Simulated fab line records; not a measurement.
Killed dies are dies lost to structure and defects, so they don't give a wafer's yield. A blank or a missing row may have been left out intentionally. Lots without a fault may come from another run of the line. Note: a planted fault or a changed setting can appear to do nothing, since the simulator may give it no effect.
Which tool was responsible? + flow sky130 + 18 wafers from 6 lots sampled at 3 of the route's 708 steps

## WHAT THE GAUGES READ, wafer by wafer
SKY_LDD_HVP_TW_MEAS_10.
| lot  | measured     | on            | LDD_HVP_TW  |
|------|--------------|---------------|-------------|
| L259 | day 25 00:43 | film_metro-02 | 674 673 669 |
| L262 | day 26 00:07 | film_metro-02 | 456 455 455 |
| L267 | day 27 19:42 | film_metro-04 | 455 458 455 |
| L269 | day 28 09:28 | film_metro-02 | 453 452 452 |
| L271 | day 28 21:46 | film_metro-02 | 454 452 456 |
| L273 | day 29 15:49 | film_metro-01 | 461 460 461 |

## EACH LOT AND THE TOOL THAT RAN IT (in order: tool; ch and the chambers of the sampled wafers; start)
| lot  | SKY_LDD_HVP_IMPLANT_08          | SKY_LDD_HVP_STRIP_09                 |
|------|---------------------------------|--------------------------------------|
| L259 | implanter-02 ch 0, day 25 00:28 | plasma_asher-01 ch 0,1, day 25 00:37 |
| L262 | implanter-03 ch 0, day 25 23:53 | plasma_asher-01 ch 0,1, day 26 00:01 |
| L267 | implanter-01 ch 0, day 27 19:27 | plasma_asher-01 ch 0,1, day 27 19:36 |
| L269 | implanter-02 ch 0, day 28 09:13 | plasma_asher-01 ch 0, day 28 09:22   |
| L271 | implanter-02 ch 0, day 28 21:32 | plasma_asher-02 ch 0,1, day 28 21:39 |
| L273 | implanter-03 ch 0, day 29 15:35 | plasma_asher-03 ch 0,1, day 29 15:42 |
- SKY_LDD_HVP_IMPLANT_08
- SKY_LDD_HVP_STRIP_09: strips in O2/N2.

## THE ANSWER, worked out from the rows above alone
Rule: what is usual is taken from the lots themselves. Put in order of their means at a reading, lots are off if they are a third of the lots or fewer, leave a main group of 4 or more, and stand apart from it by a gap of 3 or more times the standard deviation of the main group's means; of several such gaps the widest counts. Not used: any main group whose means are identical at the precision the tables above print for the reading. Also off: a lot with no number at a reading for which 4 or more lots have one. All remaining lots with rows at the step are treated as sound.
Off: at SKY_LDD_HVP_TW_MEAS_10 (LDD_HVP_TW), L259. The main group has a mean of 456 with a standard deviation of 2.8.
A tool fits if, at a process step before that reading, it ran every lot that is off, and no sound lot after the first of them. Gauges at SKY_LDD_HVP_TW_MEAS_10: tried the same way as those tools. Not one of the candidates tried fits.

## WHAT WAS PUT IN BY THE SIMULATOR
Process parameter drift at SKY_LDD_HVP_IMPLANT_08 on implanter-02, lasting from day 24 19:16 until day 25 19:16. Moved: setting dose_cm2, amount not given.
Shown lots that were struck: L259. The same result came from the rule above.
